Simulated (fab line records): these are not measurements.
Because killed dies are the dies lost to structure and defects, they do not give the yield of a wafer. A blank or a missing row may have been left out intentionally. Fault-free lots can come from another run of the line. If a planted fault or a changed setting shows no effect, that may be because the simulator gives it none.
Matching of chambers / flow gf180mcu / 3 sister chambers for GF_MIM_CVD_05 on pecvd-03
The step deposits Si3N4, target thk 42 nm, time 29.086 s. 6 wafers are shown with their chamber, then 8 later ones without.

== WAFERS WITH THEIR CHAMBER ==
wafer=L079.4; chamber=0; heater-power-w (W)=683; temp-max-c (C)=399.87
wafer=L080.6; chamber=0; heater-power-w (W)=621; temp-max-c (C)=400.14
wafer=L081.1; chamber=1; heater-power-w (W)=878; temp-max-c (C)=400.12
wafer=L082.3; chamber=2; heater-power-w (W)=606; temp-max-c (C)=399.74
wafer=L082.4; chamber=1; heater-power-w (W)=883; temp-max-c (C)=400.08
wafer=L083.1; chamber=2; heater-power-w (W)=627; temp-max-c (C)=400.04

== WAFERS WITH NO CHAMBER GIVEN ==
wafer=L083.2; heater-power-w (W)=677; temp-max-c (C)=399.86
wafer=L083.4; heater-power-w (W)=636; temp-max-c (C)=399.87
wafer=L089.2; heater-power-w (W)=695; temp-max-c (C)=399.68
wafer=L089.3; heater-power-w (W)=724; temp-max-c (C)=399.49
wafer=L089.4; heater-power-w (W)=689; temp-max-c (C)=399.60
wafer=L095.1; heater-power-w (W)=586; temp-max-c (C)=400.26
wafer=L095.3; heater-power-w (W)=620; temp-max-c (C)=400.09
wafer=L095.4; heater-power-w (W)=846; temp-max-c (C)=399.88

== THE CHAMBER EACH PASSED THROUGH ==
wafer=L083.2; from the rows above=can't be placed: 0 or 2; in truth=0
wafer=L083.4; from the rows above=can't be placed: 2 or 0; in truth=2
wafer=L089.2; from the rows above=can't be placed: 0 or 2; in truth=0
wafer=L089.3; from the rows above=can't be placed: 0 or 2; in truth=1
wafer=L089.4; from the rows above=can't be placed: 0 or 2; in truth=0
wafer=L095.1; from the rows above=can't be placed: 2 or 0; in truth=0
wafer=L095.3; from the rows above=can't be placed: 2 or 0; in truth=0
wafer=L095.4; from the rows above=1; in truth=1
Correctly placed: 1 of 8. From these rows, 7 cannot be placed; in 6 the true chamber is one of the candidates. 0 placed wrongly.
How it was worked out, from the rows above alone: a wafer's distance from a chamber is the root of the sum, over the readings, of the square of ((its reading less the chamber's mean) divided by the reading's scatter). The wafer belongs to the nearest chamber; if the next one is less than 2 further off, it can't be placed. Each chamber's mean is taken over the wafers shown for it. The scatter: the root of (the sum of the squares of (reading less its chamber's mean) over the shown wafers, divided by (wafers less chambers)).
